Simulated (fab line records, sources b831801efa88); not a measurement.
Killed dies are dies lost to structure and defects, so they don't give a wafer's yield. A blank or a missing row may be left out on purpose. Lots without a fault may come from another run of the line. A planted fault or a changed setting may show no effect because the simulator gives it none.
Which tool did it? | flow gf180mcu | 12 lots, 36 wafers sampled, at 5 steps of a route of 602

WHAT THE GAUGES READ, wafer by wafer
GF_POLY_GATE_THK_MEAS_17. Usual: POLY_GATE_OXIDATION_THK 4.01 nm, standard deviation 0.087.
lot  | measured     | on            | POLY_GATE_OXIDATION_THK (nm) | flag
L875 | day 10 01:51 | film_metro-03 | 4.01 3.96 4.01               |
L876 | day 10 09:08 | film_metro-04 | 4.14 4.11 4.07               |
L878 | day 10 19:45 | film_metro-01 | 4.13 4.02 4.09               |
L879 | day 11 06:49 | film_metro-04 | 4.08 4.07 4.05               |
L880 | day 11 10:35 | film_metro-01 | 4.06 4.08 4.12               |
L882 | day 12 00:05 | film_metro-01 | 5.39 5.44 5.41               | OFF
L883 | day 12 09:37 | film_metro-01 | 5.43 5.35 5.43               | OFF
L887 | day 13 16:24 | film_metro-03 | 5.50 5.52 5.52               | OFF
L891 | day 14 14:54 | film_metro-04 | 3.99 4.01 3.97               |
L894 | day 15 19:56 | film_metro-04 | 4.06 4.03 4.02               |
L895 | day 16 00:26 | film_metro-03 | 4.26 4.15 4.13               |
L896 | day 16 04:07 | film_metro-01 | 3.98 3.96 3.99               |

GF_V3_THK_MEAS_25: measures by xrf. Usual: V3_W_THK 347 nm, standard deviation 4.
lot  | measured     | on            | V3_W_THK (nm) | flag
L875 | day 23 14:23 | film_metro-02 | 348 351 354   |
L876 | day 23 20:17 | film_metro-03 | 345 352 353   |
L878 | day 24 08:02 | film_metro-03 | 347 342 342   |
L879 | day 24 22:38 | film_metro-01 | 344 350 344   |
L880 | day 25 02:11 | film_metro-01 | 348 342 343   |
L882 | day 25 20:53 | film_metro-01 | 343 343 342   |
L883 | day 26 03:22 | film_metro-03 | 345 344 346   |
L887 | day 27 14:34 | film_metro-03 | 342 342 338   |
L891 | day 28 12:17 | film_metro-01 | 350 346 348   |
L894 | day 29 13:16 | film_metro-01 | 351 351 351   |
L895 | day 29 14:17 | film_metro-01 | 349 350 349   |
L896 | day 29 18:50 | film_metro-03 | 346 341 342   |

WHICH TOOL RAN EACH LOT (tool, then ch and the chambers of the sampled wafers, then the start)
lot  | GF_POLY_GATE_OXIDATION_16     | GF_V3_CMP_04                  | GF_V3_CVD_23
L875 | furnace-02 ch 0, day 10 00:36 | cmp-02 ch 0,3, day 22 14:13   | cvd_w-02 ch 0, day 23 14:02
L876 | furnace-02 ch 0, day 10 07:53 | cmp-01 ch 0,1,2, day 22 20:18 | cvd_w-01 ch 0,1, day 23 20:02
L878 | furnace-02 ch 0, day 10 18:30 | cmp-01 ch 0,1,2, day 23 08:48 | cvd_w-02 ch 0,1, day 24 07:48
L879 | furnace-02 ch 0, day 11 05:34 | cmp-02 ch 0,3, day 23 23:01   | cvd_w-01 ch 0,1, day 24 22:24
L880 | furnace-02 ch 0, day 11 09:20 | cmp-01 ch 1,2,3, day 24 02:29 | cvd_w-02 ch 0,1, day 25 01:57
L882 | furnace-02 ch 0, day 11 22:49 | cmp-01 ch 0,1,3, day 24 21:23 | cvd_w-01 ch 0,1, day 25 20:41
L883 | furnace-02 ch 0, day 12 08:22 | cmp-01 ch 0,1,2, day 25 04:14 | cvd_w-02 ch 1, day 26 03:08
L887 | furnace-02 ch 0, day 13 15:09 | cmp-02 ch 0,2,3, day 26 17:04 | cvd_w-01 ch 0,1, day 27 14:20
L891 | furnace-01 ch 0, day 14 13:39 | cmp-01 ch 1,3, day 27 14:44   | cvd_w-01 ch 0,1, day 28 12:03
L894 | furnace-01 ch 0, day 15 18:41 | cmp-01 ch 1,2,3, day 28 16:50 | cvd_w-02 ch 0,1, day 29 13:02
L895 | furnace-02 ch 0, day 15 23:10 | cmp-01 ch 0,1, day 28 17:58   | cvd_w-01 ch 0,1, day 29 14:04
L896 | furnace-01 ch 0, day 16 02:51 | cmp-02 ch 0,1,3, day 28 22:22 | cvd_w-02 ch 0,1, day 29 18:36
- GF_POLY_GATE_OXIDATION_16: stabilise 600 s, purge 300 s, target thk 4 nm.
- GF_V3_CMP_04: polishes SiO2.
- GF_V3_CVD_23: deposits W, target thk 350 nm, time 104.9 s.

WHAT THE TOOLS THEMSELVES READ (means of the sampled wafers that have a number; where no wafer has one, the mark that the record gives instead)
GF_POLY_GATE_OXIDATION_16. Usual: spike_tc_bottom_C 869.9 C, standard deviation 1.1; spike_tc_centre_C 849.3 C, standard deviation 1; spike_tc_lower_C 851.7 C, standard deviation 1.1; spike_tc_top_C 861 C, standard deviation 3.7; spike_tc_upper_C 850.8 C, standard deviation 0.97; tube_center_temp_C 849.99 C, standard deviation 0.084; tube_center_temp_C_max 852.2, standard deviation 0.35; zone_power_centre_pct 18.6 %, standard deviation 0.46; zone_power_lower_pct 17.2 %, standard deviation 0.32; zone_power_top_pct 33.4 %, standard deviation 1.8.
lot  | tool       | spike_tc_bottom_C (C) | spike_tc_centre_C (C) | spike_tc_lower_C (C) | spike_tc_top_C (C) | spike_tc_upper_C (C) | tube_center_temp_C (C) | tube_center_temp_C_max | zone_power_centre_pct (%) | zone_power_lower_pct (%) | zone_power_top_pct (%) | flag
L875 | furnace-02 | 869.8                 | 849.3                 | 851.6                | 863                | 850.7                | 849.96                 | 852.2                  | 18.8                      | 17.0                     | 31.8                   |
L876 | furnace-02 | 870.6                 | 848.7                 | 850.6                | 864                | 850.1                | 850.00                 | 852.1                  | 18.7                      | 17.0                     | 32.2                   |
L878 | furnace-02 | 870.7                 | 849.4                 | 852.6                | 863                | 849.4                | 849.95                 | 852.0                  | 18.9                      | 17.0                     | 32.1                   |
L879 | furnace-02 | 869.2                 | 850.2                 | 851.2                | 865                | 850.6                | 849.92                 | 852.2                  | 18.8                      | 17.0                     | 32.3                   |
L880 | furnace-02 | 870.6                 | 848.6                 | 850.9                | 864                | 851.1                | 850.01                 | 852.2                  | 19.0                      | 17.0                     | 32.0                   |
L882 | furnace-02 | 897.6                 | 875.0                 | 880.3                | 890                | 878.4                | 876.49                 | 878.9                  | 20.1                      | 18.2                     | 33.7                   | OFF
L883 | furnace-02 | 896.4                 | 875.2                 | 877.1                | 890                | 877.2                | 876.41                 | 878.6                  | 20.0                      | 18.1                     | 33.5                   | OFF
L887 | furnace-02 | 896.3                 | 876.2                 | 878.4                | 891                | 877.0                | 876.44                 | 878.6                  | 20.0                      | 18.2                     | 33.7                   | OFF
L891 | furnace-01 | 869.3                 | 849.5                 | 851.4                | 857                | 850.3                | 849.99                 | 852.1                  | 18.2                      | 17.7                     | 35.6                   |
L894 | furnace-01 | 869.0                 | 849.6                 | 850.5                | 857                | 849.9                | 850.06                 | 852.4                  | 17.9                      | 17.5                     | 35.8                   |
L895 | furnace-02 | 871.5                 | 850.1                 | 851.1                | 864                | 850.7                | 850.02                 | 852.3                  | 18.7                      | 16.8                     | 32.2                   |
L896 | furnace-01 | 869.2                 | 849.6                 | 851.8                | 857                | 851.6                | 850.09                 | 852.0                  | 18.1                      | 17.5                     | 35.4                   |

GF_V3_CMP_04. Usual: motor_current_A 12.0 A, standard deviation 1.2; platen_rpm 60.00 rpm, standard deviation 0.041; time_to_endpoint_s 80 s, standard deviation 5.2.
lot  | tool   | motor_current_A (A) | platen_rpm (rpm) | time_to_endpoint_s (s) | flag
L875 | cmp-02 | 10.8                | 60.01            | 82                     |
L876 | cmp-01 | 12.6                | 59.97            | 79                     |
L878 | cmp-01 | 12.3                | 60.02            | 77                     |
L879 | cmp-02 | 10.6                | 59.99            | 81                     |
L880 | cmp-01 | 12.2                | 60.06            | 81                     |
L882 | cmp-01 | 12.3                | 59.97            | 85                     |
L883 | cmp-01 | 12.2                | 60.01            | 80                     |
L887 | cmp-02 | 11.3                | 60.01            | 80                     |
L891 | cmp-01 | 12.7                | 59.96            | 76                     |
L894 | cmp-01 | 12.2                | 60.02            | 83                     |
L895 | cmp-01 | 11.9                | 60.00            | 77                     |
L896 | cmp-02 | 11.8                | 60.01            | 89                     |

GF_V3_CVD_23. Usual: chamber_pressure_Torr 40.00 Torr, standard deviation 0.1; heater_power_w 908 W, standard deviation 68.
lot  | tool     | chamber_pressure_Torr (Torr) | heater_power_w (W) | flag
L875 | cvd_w-02 | 39.97                        | 1018               |
L876 | cvd_w-01 | 40.10                        | 906                |
L878 | cvd_w-02 | 40.18                        | 867                |
L879 | cvd_w-01 | 39.99                        | 890                |
L880 | cvd_w-02 | 40.07                        | 865                |
L882 | cvd_w-01 | 39.91                        | 887                |
L883 | cvd_w-02 | 39.97                        | 799                |
L887 | cvd_w-01 | 40.02                        | 899                |
L891 | cvd_w-01 | 40.04                        | 892                |
L894 | cvd_w-02 | 40.06                        | 871                |
L895 | cvd_w-01 | 40.06                        | 898                |
L896 | cvd_w-02 | 40.04                        | 866                |

THE ANSWER, worked out from the rows above alone
Rule: a lot is off if the mean of its wafers that have a number lies more than 3 standard deviations from the usual mean. A lot without any number at a reading at which 4 lots or more have one is off too. The other lots that the step has rows for count as sound. The gauges are gone through in route order, then the tools' own readings, and for those a lot's mean is taken as printed above. The first step at which some lot is off is used, and at that step the reading that is off furthest; a lot without a number counts as furthest.
Off: L882, L883, L887, at GF_POLY_GATE_THK_MEAS_17 (POLY_GATE_OXIDATION_THK).
A tool fits if, at a process step before that reading, it ran every lot that is off, and no sound lot after the first of them. The gauges at GF_POLY_GATE_THK_MEAS_17 aren't tried: what is off there is off at GF_POLY_GATE_OXIDATION_16 too, on other tools, and a gauge's error can't cause that. None of those tried fits.

WHAT THE SIMULATOR HAD PUT IN
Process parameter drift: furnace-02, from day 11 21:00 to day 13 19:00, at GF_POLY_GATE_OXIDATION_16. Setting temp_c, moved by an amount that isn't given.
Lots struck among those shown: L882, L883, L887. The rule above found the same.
